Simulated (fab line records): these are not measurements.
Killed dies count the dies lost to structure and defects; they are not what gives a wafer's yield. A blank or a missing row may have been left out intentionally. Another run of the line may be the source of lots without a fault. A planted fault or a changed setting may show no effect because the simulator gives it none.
fab line records -- flow sfq-line
[record] lots = 5, wafers = 15, last-day = 91
route steps=325 shown I3@147 M4@148
lots untouched by any fault: they come from a run of this same line in which no faults occurred
start-h: hours from the record's opening day to when the first of the lot's shown wafers began -- wait-h: how many hours have passed since the lot's step before this one -- " identical to the entry in the row above -- L1.1+2: a single row standing in for several wafers -- - no value, or no start given -- * or withheld: withheld -- < > ~ a bound
route shown NAME@n: a module of which the file shows steps, and the number in the route of the first -- usual: mean and standard deviation over wafers with no fault -- same: alike in all rows -- chamber/n: place in a boat -- sites: per-site readings -- _std_site: standard deviation across them -- _edge_site: the outer-site mean with the inner-site mean subtracted -- radius-mm: how far each site lies from the wafer's centre -- mask NAME#n: copy n -- behind: the tool/chamber that last shaped the wafer -- hold: why the lot went on hold/how many hours it stayed there/how the hold came to an end -- device: which transistor (n, p or np) failed to switch -- end of line: the tests these same wafers got at the end of their route -- where a step has no rows: the recipe by itself -- killed: dies lost to structure and defects at the first sort, not the wafer's yield -- map: dies across one wafer; x = killed, . = not, _ = none there
set.NAME: the setting the step ran with; set.NAME@STEP: the setting that earlier step ran with -- model.NAME: the simulator's own value behind a step, which no gauge read
lots at some steps of the route; a table a step, a row a wafer
services: from which hour (start-h, from the record's first day; less than 0 if before it) a tool's chamber was out of use, for how many hours, and why
[[steps]]
[step SFQ_TRILAYER_I3_VIA_STRIP_SOLV_CLEAN_090]
[recipe] chemistry = NMP, temp-c = 70, time-s = 600
lot.wafer,tool,chamber,start-h,wait-h
L075.2+3+5,wet-bench-02,"5,6,2",1111.82,0.4
L089.2+3+6,wet-bench-02,"7,2,6",1261.88,0.4
L093.2+3+4,wet-bench-01,"3,0,6",1338.46,0.4
L094.2+3+5,wet-bench-01,"2,3,7",1358.30,0.4
L096.1+3+6,wet-bench-01,"6,7,0",1486.89,0.4
[step SFQ_TRILAYER_M4_DEP_PRE_CLEAN_092]
[recipe] gas = Ar, time-s = 22.5, bias-v = 250
lot.wafer,tool,chamber,start-h,wait-h
L075.2+3+5,pvd-sputter-05,-,1112.00,0.0
L089.2+3+6,pvd-sputter-04,-,1262.23,0.0
L093.2+3+4,pvd-sputter-06,-,1338.63,0.0
L094.2+3+5,pvd-sputter-05,-,1358.49,0.0
L096.1+3+6,pvd-sputter-06,-,1487.06,0.0
[step SFQ_TRILAYER_M4_DEP_SPUTTER_091]
[recipe] material = Nb, base-pressure-pa = 1.33e-06, chamber-pressure-pa = 0.1333, substrate-temp-c = 20, resputter-cathode-voltage-v = 400, target-thk-nm = 200, power-w = 2000, time-s = 133.3
[usual] throttle-valve-pct = 30.1/0.79
lot.wafer,tool,chamber,start-h,wait-h,throttle-valve-pct
L075.2,pvd-sputter-05,-,1112.03,0.0,29.0
L075.3,pvd-sputter-05,-,1112.03,0.0,29.7
L075.5,pvd-sputter-05,-,1112.03,0.0,29.8
L089.2,pvd-sputter-04,-,1262.26,0.0,29.5
L089.3,pvd-sputter-04,-,1262.26,0.0,31.8
L089.6,pvd-sputter-04,-,1262.26,0.0,31.4
L093.2,pvd-sputter-06,-,1338.66,0.0,30.3
L093.3,pvd-sputter-06,-,1338.66,0.0,29.0
L093.4,pvd-sputter-06,-,1338.66,0.0,30.1
L094.2,pvd-sputter-05,-,1358.52,0.0,29.9
L094.3,pvd-sputter-05,-,1358.52,0.0,29.3
L094.5,pvd-sputter-05,-,1358.52,0.0,28.9
L096.1,pvd-sputter-06,-,1487.09,0.0,29.2
L096.3,pvd-sputter-06,-,1487.09,0.0,30.1
L096.6,pvd-sputter-06,-,1487.09,0.0,30.5
[step SFQ_M4_RS_MEAS_924]
[recipe] thk-meas-gauge = four-point-probe, reads = Nb_of_TRILAYER_M4_DEP_SPUTTER_091
[usual] M4_NB_RS = 0.895/0.0088
lot.wafer,tool,chamber,start-h,wait-h,M4_NB_RS[ohm/sq]
L075.2,film-metro-04,-,1112.14,0.1,0.886
L075.3,film-metro-04,-,1112.14,0.1,0.888
L075.5,film-metro-04,-,1112.14,0.1,0.892
L089.2,film-metro-03,-,1262.37,0.1,0.894
L089.3,film-metro-03,-,1262.37,0.1,0.898
L089.6,film-metro-03,-,1262.37,0.1,0.889
L093.2,film-metro-04,-,1338.77,0.1,0.902
L093.3,film-metro-04,-,1338.77,0.1,0.903
L093.4,film-metro-04,-,1338.77,0.1,0.913
L094.2,film-metro-04,-,1358.63,0.1,0.894
L094.3,film-metro-04,-,1358.63,0.1,0.903
L094.5,film-metro-04,-,1358.63,0.1,0.897
L096.1,film-metro-03,-,1487.18,0.0,0.883
L096.3,film-metro-03,-,1487.18,0.0,0.883
L096.6,film-metro-03,-,1487.18,0.0,0.885
[step SFQ_TRILAYER_M4_LITHO_COAT_098]
[recipe] resist = BARC, spin-rpm = 3000, resist-thk-nm = 62
[usual] chill-plate-temp-C = 23.02/0.1
lot.wafer,tool,chamber,start-h,wait-h,chill-plate-temp-C
L075.2,litho-track-03,0,1112.35,0.1,22.95
L075.3,litho-track-03,0,1112.35,0.1,22.84
L075.5,litho-track-03,0,1112.35,0.1,23.00
L089.2,litho-track-02,0,1262.58,0.1,23.16
L089.3,litho-track-02,0,1262.58,0.1,23.12
L089.6,litho-track-02,0,1262.58,0.1,23.24
L093.2,litho-track-03,0,1338.98,0.1,22.99
L093.3,litho-track-03,0,1338.98,0.1,22.93
L093.4,litho-track-03,0,1338.98,0.1,23.01
L094.2,litho-track-02,0,1358.84,0.1,23.07
L094.3,litho-track-02,0,1358.84,0.1,22.86
L094.5,litho-track-02,0,1358.84,0.1,22.86
L096.1,litho-track-03,0,1487.36,0.1,22.96
L096.3,litho-track-03,0,1487.36,0.1,23.07
L096.6,litho-track-03,0,1487.36,0.1,22.94
[step SFQ_TRILAYER_M4_LITHO_COAT_093]
[recipe] resist = KrF, spin-rpm = 3000, resist-thk-nm = 600
[usual] chill-plate-temp-C = 22.97/0.11
lot.wafer,tool,chamber,start-h,wait-h,chill-plate-temp-C
L075.2,litho-track-03,0,1112.65,0.2,22.89
L075.3,litho-track-03,0,1112.65,0.2,23.00
L075.5,litho-track-03,0,1112.65,0.2,22.96
L089.2,litho-track-02,0,1262.88,0.2,22.92
L089.3,litho-track-02,0,1262.88,0.2,23.03
L089.6,litho-track-02,0,1262.88,0.2,22.93
L093.2,litho-track-03,0,1339.28,0.2,22.75
L093.3,litho-track-03,0,1339.28,0.2,22.93
L093.4,litho-track-03,0,1339.28,0.2,22.87
L094.2,litho-track-02,0,1359.14,0.2,23.07
L094.3,litho-track-02,0,1359.14,0.2,23.00
L094.5,litho-track-02,0,1359.14,0.2,22.88
L096.1,litho-track-03,0,1487.66,0.2,23.03
L096.3,litho-track-03,0,1487.66,0.2,22.99
L096.6,litho-track-03,0,1487.66,0.2,22.87
[step SFQ_TRILAYER_M4_LITHO_SOFTBAKE_097]
[recipe] temp-c = withheld, time-s = withheld, resist = KrF
[usual] chill-plate-temp-C = *
lot.wafer,tool,chamber,start-h,wait-h,chill-plate-temp-C
L075.2,litho-track-03,0,1112.92,0.2,*
L075.3,litho-track-03,0,1112.92,0.2,*
L075.5,litho-track-03,0,1112.92,0.2,*
L089.2,litho-track-02,0,1263.16,0.2,*
L089.3,litho-track-02,0,1263.16,0.2,*
L089.6,litho-track-02,0,1263.16,0.2,*
L093.2,litho-track-03,0,1339.56,0.2,*
L093.3,litho-track-03,0,1339.56,0.2,*
L093.4,litho-track-03,0,1339.56,0.2,*
L094.2,litho-track-02,0,1359.42,0.2,*
L094.3,litho-track-02,0,1359.42,0.2,*
L094.5,litho-track-02,0,1359.42,0.2,*
L096.1,litho-track-03,0,1487.96,0.2,*
L096.3,litho-track-03,0,1487.96,0.2,*
L096.6,litho-track-03,0,1487.96,0.2,*
[step SFQ_TRILAYER_M4_LITHO_EXPOSE_094]
[recipe] mask-id = M4, na = 0.6, source-shape = conventional, sigma-outer = 0.65, target-cd-nm = 500, dose-mj = 14.4
[usual] exposure-dose-mJ-cm2 = 14.404/0.013
lot.wafer,tool,chamber,start-h,wait-h,mask,exposure-dose-mJ-cm2
L075.2,krf-scanner-02,0,1113.56,-,M4#0,14.430
L075.3,krf-scanner-02,0,1113.56,-,M4#0,14.395
L075.5,krf-scanner-02,0,1113.56,-,M4#0,14.431
L089.2,krf-scanner-02,0,1390.05,-,M4#0,14.421
L089.3,krf-scanner-02,0,1390.05,-,M4#0,14.415
L089.6,krf-scanner-02,0,1390.05,-,M4#0,14.399
L093.2,krf-scanner-01,0,1457.37,-,M4#0,14.401
L093.3,krf-scanner-01,0,1457.37,-,M4#0,14.405
L093.4,krf-scanner-01,0,1457.37,-,M4#0,14.410
L094.2,krf-scanner-01,0,1476.57,-,M4#0,14.423
L094.3,krf-scanner-01,0,1476.57,-,M4#0,14.413
L094.5,krf-scanner-01,0,1476.57,-,M4#0,14.428
L096.1,krf-scanner-01,0,1488.39,-,M4#0,14.398
L096.3,krf-scanner-01,0,1488.39,-,M4#0,14.426
L096.6,krf-scanner-01,0,1488.39,-,M4#0,14.409
[step SFQ_TRILAYER_M4_LITHO_PEB_096]
[recipe] peb-temp-c = 115, peb-time-s = 60, resist = KrF
[usual] chill-plate-temp-C = 23.01/0.1, plate-temp-C = 115.01/0.12
lot.wafer,tool,chamber,start-h,wait-h,chill-plate-temp-C,plate-temp-C
L075.2,litho-track-02,0,1114.59,0.8,23.03,115.20
L075.3,litho-track-02,0,1114.59,0.8,22.98,115.26
L075.5,litho-track-02,0,1114.59,0.8,22.94,115.09
L089.2,litho-track-02,0,1391.07,0.8,23.26,115.13
L089.3,litho-track-02,0,1391.07,0.8,23.14,115.11
L089.6,litho-track-02,0,1391.07,0.8,22.93,115.21
L093.2,litho-track-04,0,1458.40,0.8,23.12,115.15
L093.3,litho-track-04,0,1458.40,0.8,23.11,115.13
L093.4,litho-track-04,0,1458.40,0.8,23.19,115.06
L094.2,litho-track-02,0,1477.64,0.9,22.87,114.96
L094.3,litho-track-02,0,1477.64,0.9,22.92,114.90
L094.5,litho-track-02,0,1477.64,0.9,22.91,115.04
L096.1,litho-track-02,0,1489.59,1.0,22.88,114.83
L096.3,litho-track-02,0,1489.59,1.0,22.87,114.97
L096.6,litho-track-02,0,1489.59,1.0,23.10,115.03
[[services]]
tool,chamber,start-h,hours,kind
pvd-sputter-05,-,1094.63,5.5,repair
krf-scanner-01,-,1156.26,1.0,repair
krf-scanner-01,-,1158.07,1.0,repair
pvd-sputter-05,-,1169.74,3.4,repair
krf-scanner-01,-,1174.48,0.8,pm
krf-scanner-01,-,1176.43,1.0,pm
krf-scanner-01,-,1184.90,1.3,pm
pvd-sputter-05,-,1191.68,16.7,repair
pvd-sputter-06,-,1226.30,7.5,repair
pvd-sputter-06,-,1246.08,4.5,repair
wet-bench-01,-,1254.14,0.6,repair
krf-scanner-01,-,1258.30,1.1,repair
pvd-sputter-06,-,1258.48,2.2,repair
krf-scanner-01,-,1280.21,4.0,pm
pvd-sputter-05,-,1282.59,19.4,repair
wet-bench-01,-,1303.95,5.8,repair
pvd-sputter-06,-,1324.96,0.8,repair
krf-scanner-01,-,1325.40,3.6,pm
krf-scanner-01,-,1340.96,0.2,repair
krf-scanner-01,-,1343.28,0.8,pm
krf-scanner-01,-,1344.64,1.0,pm
pvd-sputter-06,-,1359.11,1.5,repair
pvd-sputter-06,-,1388.83,1.0,repair
pvd-sputter-06,-,1409.50,4.4,repair
[[key]]
fault none
